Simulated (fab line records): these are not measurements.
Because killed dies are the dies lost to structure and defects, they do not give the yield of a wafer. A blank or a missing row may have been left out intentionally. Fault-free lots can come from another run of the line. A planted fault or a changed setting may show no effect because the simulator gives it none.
Lot-split experiment | flow gf180mcu | 23 wafers read from 5 lots, route of 602 steps

## ON THE SPLIT
At GF_PASSIVATION_CVD_00 (deposits SiO2 from TEOS, target thk 1000 nm, time 111.95 s), the setting timeS was moved away from the recipe's 111.95 s on 5 of the 23 wafers read, by -8.7% to -7.8%. For the rest of the wafers, this setting stayed at what the recipe calls for.

The file shows no step between the split and the reading.

## THE READING
Values of PASSIVATION_CVD_00_THK in nm from GF_PASSIVATION_THK_MEAS_01. Typical for fault-free wafers on this fab line: 998 nm, with standard deviation 13 nm.

wafer  | tool, chamber at the split | timeS as run, s | against the recipe | PASSIVATION_CVD_00_THK, nm | against lot-mates on the recipe
L074.1 | pecvd-01, 0                | 111.95          | recipe             | 998                        | -
L074.2 | pecvd-01, 1                | 111.95          | recipe             | 983                        | -
L074.3 | pecvd-01, 2                | 103.2           | -7.8%              | 914                        | -76
L074.5 | pecvd-01, 1                | 103.2           | -7.8%              | 927                        | -64
L074.6 | pecvd-01, 2                | 103.2           | -7.8%              | 925                        | -66
L076.1 | pecvd-02, 0                | 111.95          | recipe             | 977                        | -
L076.3 | pecvd-02, 1                | 111.95          | recipe             | 981                        | -
L076.6 | pecvd-02, 1                | 111.95          | recipe             | 1003                       | -
L080.1 | pecvd-03, 2                | 111.95          | recipe             | 984                        | -
L080.2 | pecvd-03, 0                | 111.95          | recipe             | 999                        | -
L080.3 | pecvd-03, 1                | 111.95          | recipe             | 993                        | -
L080.4 | pecvd-03, 2                | 111.95          | recipe             | 1014                       | -
L080.5 | pecvd-03, 0                | 111.95          | recipe             | 1021                       | -
L082.1 | pecvd-03, 0                | 111.95          | recipe             | 990                        | -
L082.2 | pecvd-03, 1                | 102.2           | -8.7%              | 897                        | -101
L082.3 | pecvd-03, 2                | 102.2           | -8.7%              | 894                        | -104
L082.4 | pecvd-03, 0                | 111.95          | recipe             | 1011                       | -
L082.6 | pecvd-03, 1                | 111.95          | recipe             | 992                        | -
L083.1 | pecvd-01, 1                | 111.95          | recipe             | 986                        | -
L083.3 | pecvd-01, 0                | 111.95          | recipe             | 984                        | -
L083.4 | pecvd-01, 0                | 111.95          | recipe             | 992                        | -
L083.5 | pecvd-01, 1                | 111.95          | recipe             | 1010                       | -
L083.6 | pecvd-01, 2                | 111.95          | recipe             | 1001                       | -

FIT RESULTS
A straight line over all 23 wafers: PASSIVATION_CVD_00_THK changes by +10.4 nm for each +1% of timeS; r = +0.95; the points scatter about the line by 12 nm.
The same after taking each lot's own level away (the mean of its wafers on the recipe; 23 wafers): +10.1 nm for each +1%; r = +0.95; scatter 12 nm.
The reading moves by 88 nm for the largest change in timeS, on that fit.
The span of the lots' own levels, 987.0 to 1002.2 nm, comes to 1.2 times the standard deviation stated above.
The two slopes agree, so the slope changes little with the lot-to-lot level.
Check: -84.3 nm against its lot-mates is what the line predicts for one of the wafers moved furthest among these (-8.7%) when that wafer is left out of the fit. It came out at -101 nm against them.

## THE OTHER SPLITS THESE WAFERS WENT THROUGH
Other splits were also applied to these wafers ahead of the reading. Each is held against what the fit with the lots' levels taken away leaves over:
other split on the same wafers | wafers away from the commonest value | r with PASSIVATION_CVD_00_THK (lot level and that fit taken away)
GF_TOP_METAL_EXPOSE_11 doseMj  | 5                                    | +0.34

## THE WHOLE CHAIN: every reading that the file lists as answering this split, in the file's order
step                       | what it does                                                                   | reading                                                                           | change (the file's fit)              | r (the file's)
GF_PASSIVATION_CVD_00      | deposits SiO2 from TEOS, target thk 1000 nm, time 111.95 s                     | SiO2_of_PASSIVATION_CVD_00.thkNm (the simulator's own value, which no gauge read) | +10.3 nm for each +1% of the setting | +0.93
GF_PASSIVATION_THK_MEAS_01 |                                                                                | PASSIVATION_CVD_00_THK                                                            | +10.4 for each +1% of the setting    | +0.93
GF_PASSIVATION_ETCH_11     | etches the open film in CF4/O2, stops on TiN, target depth 1800 nm, time 400 s | PASSIVATION.featureDepthNm (the simulator's own value, which no gauge read)       | +10.4 nm for each +1% of the setting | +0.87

## FILE'S OWN FIT
PASSIVATION_CVD_00_THK changes by +10.4 nm for each +1% of timeS, r = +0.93.
